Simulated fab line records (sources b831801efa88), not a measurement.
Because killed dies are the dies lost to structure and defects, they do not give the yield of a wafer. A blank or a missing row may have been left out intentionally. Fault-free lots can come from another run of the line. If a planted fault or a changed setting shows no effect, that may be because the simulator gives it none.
Which tool is to blame? || flow sky130 || 13 lots, 39 wafers sampled, at 4 steps of a route of 708

## WHAT THE GAUGES SHOWED, per wafer
SKY_CAP2M_THK_MEAS_01. Usual: for CAP2M_CVD_00_THK the level is 15.55 nm and the standard deviation is 0.21.
{"lot": "L186", "measured": "day 39 14:29", "on": "film_metro-04", "CAP2M_CVD_00_THK (nm)": "15.43 15.40 15.71", "flag": ""}
{"lot": "L187", "measured": "day 40 02:13", "on": "film_metro-03", "CAP2M_CVD_00_THK (nm)": "15.50 15.43 15.70", "flag": ""}
{"lot": "L188", "measured": "day 40 07:50", "on": "film_metro-03", "CAP2M_CVD_00_THK (nm)": "15.63 15.75 15.63", "flag": ""}
{"lot": "L191", "measured": "day 41 08:11", "on": "film_metro-03", "CAP2M_CVD_00_THK (nm)": "15.05 15.52 15.54", "flag": ""}
{"lot": "L192", "measured": "day 41 12:53", "on": "film_metro-04", "CAP2M_CVD_00_THK (nm)": "15.71 15.81 15.75", "flag": ""}
{"lot": "L194", "measured": "day 42 06:37", "on": "film_metro-04", "CAP2M_CVD_00_THK (nm)": "15.68 15.84 15.78", "flag": ""}
{"lot": "L195", "measured": "day 42 09:46", "on": "film_metro-03", "CAP2M_CVD_00_THK (nm)": "15.51 15.61 15.64", "flag": ""}
{"lot": "L197", "measured": "day 42 23:01", "on": "film_metro-03", "CAP2M_CVD_00_THK (nm)": "15.22 15.38 15.70", "flag": ""}
{"lot": "L199", "measured": "day 43 11:51", "on": "film_metro-03", "CAP2M_CVD_00_THK (nm)": "15.43 15.42 15.55", "flag": ""}
{"lot": "L206", "measured": "day 45 11:11", "on": "film_metro-02", "CAP2M_CVD_00_THK (nm)": "15.39 15.50 15.60", "flag": ""}
{"lot": "L207", "measured": "day 45 15:39", "on": "film_metro-03", "CAP2M_CVD_00_THK (nm)": "15.27 15.59 15.37", "flag": ""}
{"lot": "L208", "measured": "day 45 23:11", "on": "film_metro-03", "CAP2M_CVD_00_THK (nm)": "15.35 15.29 15.67", "flag": ""}
{"lot": "L209", "measured": "day 46 12:01", "on": "film_metro-03", "CAP2M_CVD_00_THK (nm)": "15.63 15.53 15.86", "flag": ""}

SKY_PASSIVATION_THK_MEAS_01. Usual: for PASSIVATION_CVD_00_THK the level is 90.1 nm and the standard deviation is 1.3.
{"lot": "L186", "measured": "day 43 17:17", "on": "film_metro-01", "PASSIVATION_CVD_00_THK (nm)": "89.6 90.4 91.7", "flag": ""}
{"lot": "L187", "measured": "day 44 04:02", "on": "film_metro-01", "PASSIVATION_CVD_00_THK (nm)": "91.7 91.3 92.7", "flag": ""}
{"lot": "L188", "measured": "day 44 11:04", "on": "film_metro-02", "PASSIVATION_CVD_00_THK (nm)": "86.9 90.8 88.9", "flag": ""}
{"lot": "L191", "measured": "day 45 08:47", "on": "film_metro-02", "PASSIVATION_CVD_00_THK (nm)": "89.1 89.7 89.7", "flag": ""}
{"lot": "L192", "measured": "day 45 11:56", "on": "film_metro-02", "PASSIVATION_CVD_00_THK (nm)": "89.4 90.3 89.3", "flag": ""}
{"lot": "L194", "measured": "day 46 03:47", "on": "film_metro-04", "PASSIVATION_CVD_00_THK (nm)": "91.8 92.3 91.8", "flag": ""}
{"lot": "L195", "measured": "day 46 06:26", "on": "film_metro-04", "PASSIVATION_CVD_00_THK (nm)": "90.1 91.4 89.4", "flag": ""}
{"lot": "L197", "measured": "day 46 17:28", "on": "film_metro-04", "PASSIVATION_CVD_00_THK (nm)": "88.4 88.9 91.1", "flag": ""}
{"lot": "L199", "measured": "day 47 06:19", "on": "film_metro-02", "PASSIVATION_CVD_00_THK (nm)": "90.9 89.8 90.4", "flag": ""}
{"lot": "L206", "measured": "day 48 21:11", "on": "film_metro-02", "PASSIVATION_CVD_00_THK (nm)": "88.5 88.6 90.8", "flag": ""}
{"lot": "L207", "measured": "day 49 02:34", "on": "film_metro-01", "PASSIVATION_CVD_00_THK (nm)": "91.0 91.9 91.0", "flag": ""}
{"lot": "L208", "measured": "day 49 07:07", "on": "film_metro-01", "PASSIVATION_CVD_00_THK (nm)": "89.1 88.1 89.9", "flag": ""}
{"lot": "L209", "measured": "day 49 19:40", "on": "film_metro-01", "PASSIVATION_CVD_00_THK (nm)": "88.5 89.5 90.3", "flag": ""}

## EACH LOT AND THE TOOL THAT RAN IT (in order: tool; ch and the chambers of the sampled wafers; start)
{"lot": "L186", "SKY_METAL5_SPUTTER_01": "pvd_sputter-01, day 42 18:22", "SKY_PASSIVATION_CVD_00": "pecvd-04 ch 0,2, day 43 17:15"}
{"lot": "L187", "SKY_METAL5_SPUTTER_01": "pvd_sputter-03, day 43 04:24", "SKY_PASSIVATION_CVD_00": "pecvd-01 ch 0,1, day 44 04:00"}
{"lot": "L188", "SKY_METAL5_SPUTTER_01": "pvd_sputter-02, day 43 11:06", "SKY_PASSIVATION_CVD_00": "pecvd-02 ch 0,1,2, day 44 11:02"}
{"lot": "L191", "SKY_METAL5_SPUTTER_01": "pvd_sputter-01, day 44 10:08", "SKY_PASSIVATION_CVD_00": "pecvd-02 ch 0,2, day 45 08:45"}
{"lot": "L192", "SKY_METAL5_SPUTTER_01": "pvd_sputter-02, day 44 13:31", "SKY_PASSIVATION_CVD_00": "pecvd-02 ch 0,2, day 45 11:53"}
{"lot": "L194", "SKY_METAL5_SPUTTER_01": "pvd_sputter-01, day 45 05:48", "SKY_PASSIVATION_CVD_00": "pecvd-01 ch 0,1,2, day 46 03:43"}
{"lot": "L195", "SKY_METAL5_SPUTTER_01": "pvd_sputter-01, day 45 08:12", "SKY_PASSIVATION_CVD_00": "pecvd-04 ch 0,1, day 46 06:24"}
{"lot": "L197", "SKY_METAL5_SPUTTER_01": "pvd_sputter-01, day 45 20:46", "SKY_PASSIVATION_CVD_00": "pecvd-02 ch 0,2, day 46 17:26"}
{"lot": "L199", "SKY_METAL5_SPUTTER_01": "pvd_sputter-01, day 46 09:30", "SKY_PASSIVATION_CVD_00": "pecvd-04 ch 0,1,2, day 47 06:17"}
{"lot": "L206", "SKY_METAL5_SPUTTER_01": "pvd_sputter-03, day 48 02:04", "SKY_PASSIVATION_CVD_00": "pecvd-01 ch 0,2, day 48 21:09"}
{"lot": "L207", "SKY_METAL5_SPUTTER_01": "pvd_sputter-03, day 48 07:47", "SKY_PASSIVATION_CVD_00": "pecvd-01 ch 0,2, day 49 02:31"}
{"lot": "L208", "SKY_METAL5_SPUTTER_01": "pvd_sputter-01, day 48 12:55", "SKY_PASSIVATION_CVD_00": "pecvd-02 ch 0,1,2, day 49 07:05"}
{"lot": "L209", "SKY_METAL5_SPUTTER_01": "pvd_sputter-03, day 49 01:07", "SKY_PASSIVATION_CVD_00": "pecvd-02 ch 0,1,2, day 49 19:39"}
- SKY_METAL5_SPUTTER_01: material TiN, target thk 20 nm, time 16.7 s.
- SKY_PASSIVATION_CVD_00: deposits SiO2, target thk 90 nm.

## WHAT THE TOOLS THEMSELVES READ (means of the sampled wafers that have a number; where no wafer has one, the mark that the record gives instead)
SKY_METAL5_SPUTTER_01. Usual: cathode_dc_power_W 6500.1 W, standard deviation 1.2; throttle_valve_pct 29.9 %, standard deviation 1.1.
{"lot": "L186", "tool": "pvd_sputter-01", "cathode_dc_power_W (W)": 6499.8, "throttle_valve_pct (%)": 28.5, "flag": ""}
{"lot": "L187", "tool": "pvd_sputter-03", "cathode_dc_power_W (W)": 6501.0, "throttle_valve_pct (%)": 30.6, "flag": ""}
{"lot": "L188", "tool": "pvd_sputter-02", "cathode_dc_power_W (W)": 6499.8, "throttle_valve_pct (%)": 30.3, "flag": ""}
{"lot": "L191", "tool": "pvd_sputter-01", "cathode_dc_power_W (W)": 6499.9, "throttle_valve_pct (%)": 30.4, "flag": ""}
{"lot": "L192", "tool": "pvd_sputter-02", "cathode_dc_power_W (W)": 6499.8, "throttle_valve_pct (%)": 30.1, "flag": ""}
{"lot": "L194", "tool": "pvd_sputter-01", "cathode_dc_power_W (W)": 6501.1, "throttle_valve_pct (%)": 28.7, "flag": ""}
{"lot": "L195", "tool": "pvd_sputter-01", "cathode_dc_power_W (W)": 6500.0, "throttle_valve_pct (%)": 29.3, "flag": ""}
{"lot": "L197", "tool": "pvd_sputter-01", "cathode_dc_power_W (W)": 6612.5, "throttle_valve_pct (%)": 28.4, "flag": "OFF"}
{"lot": "L199", "tool": "pvd_sputter-01", "cathode_dc_power_W (W)": 6556.8, "throttle_valve_pct (%)": 28.7, "flag": "OFF"}
{"lot": "L206", "tool": "pvd_sputter-03", "cathode_dc_power_W (W)": 6502.1, "throttle_valve_pct (%)": 30.1, "flag": ""}
{"lot": "L207", "tool": "pvd_sputter-03", "cathode_dc_power_W (W)": 6500.1, "throttle_valve_pct (%)": 30.3, "flag": ""}
{"lot": "L208", "tool": "pvd_sputter-01", "cathode_dc_power_W (W)": 6500.4, "throttle_valve_pct (%)": 28.5, "flag": ""}
{"lot": "L209", "tool": "pvd_sputter-03", "cathode_dc_power_W (W)": 6500.8, "throttle_valve_pct (%)": 30.5, "flag": ""}

SKY_PASSIVATION_CVD_00. Usual: 655 W for heater_power_w, sd 92.
{"lot": "L186", "tool": "pecvd-04", "heater_power_w (W)": 638, "flag": ""}
{"lot": "L187", "tool": "pecvd-01", "heater_power_w (W)": 553, "flag": ""}
{"lot": "L188", "tool": "pecvd-02", "heater_power_w (W)": 698, "flag": ""}
{"lot": "L191", "tool": "pecvd-02", "heater_power_w (W)": 665, "flag": ""}
{"lot": "L192", "tool": "pecvd-02", "heater_power_w (W)": 590, "flag": ""}
{"lot": "L194", "tool": "pecvd-01", "heater_power_w (W)": 653, "flag": ""}
{"lot": "L195", "tool": "pecvd-04", "heater_power_w (W)": 599, "flag": ""}
{"lot": "L197", "tool": "pecvd-02", "heater_power_w (W)": 657, "flag": ""}
{"lot": "L199", "tool": "pecvd-04", "heater_power_w (W)": 661, "flag": ""}
{"lot": "L206", "tool": "pecvd-01", "heater_power_w (W)": 599, "flag": ""}
{"lot": "L207", "tool": "pecvd-01", "heater_power_w (W)": 601, "flag": ""}
{"lot": "L208", "tool": "pecvd-02", "heater_power_w (W)": 720, "flag": ""}
{"lot": "L209", "tool": "pecvd-02", "heater_power_w (W)": 698, "flag": ""}

## THE ANSWER, worked out from the rows above alone
Rule: lot off if the mean of its wafers having a number is beyond 3 standard deviations from the usual mean. Also off: a lot with no number at a reading for which 4 or more lots have one. Where the step has rows for the other lots, those lots are counted as sound. First the gauges in route order, then the tools' own readings, where a lot's mean is used as printed above. The first step at which some lot is off is used, and at that step the reading that is off furthest; a lot without a number counts as furthest.
Off, at SKY_METAL5_SPUTTER_01 on cathode_dc_power_W: L197, L199.
If a tool, at that step or one of the process steps before it, ran each lot that is off and ran no sound lot following the first of them, it fits. None of those tried fits.

## WHAT THE SIMULATOR HAD PUT IN
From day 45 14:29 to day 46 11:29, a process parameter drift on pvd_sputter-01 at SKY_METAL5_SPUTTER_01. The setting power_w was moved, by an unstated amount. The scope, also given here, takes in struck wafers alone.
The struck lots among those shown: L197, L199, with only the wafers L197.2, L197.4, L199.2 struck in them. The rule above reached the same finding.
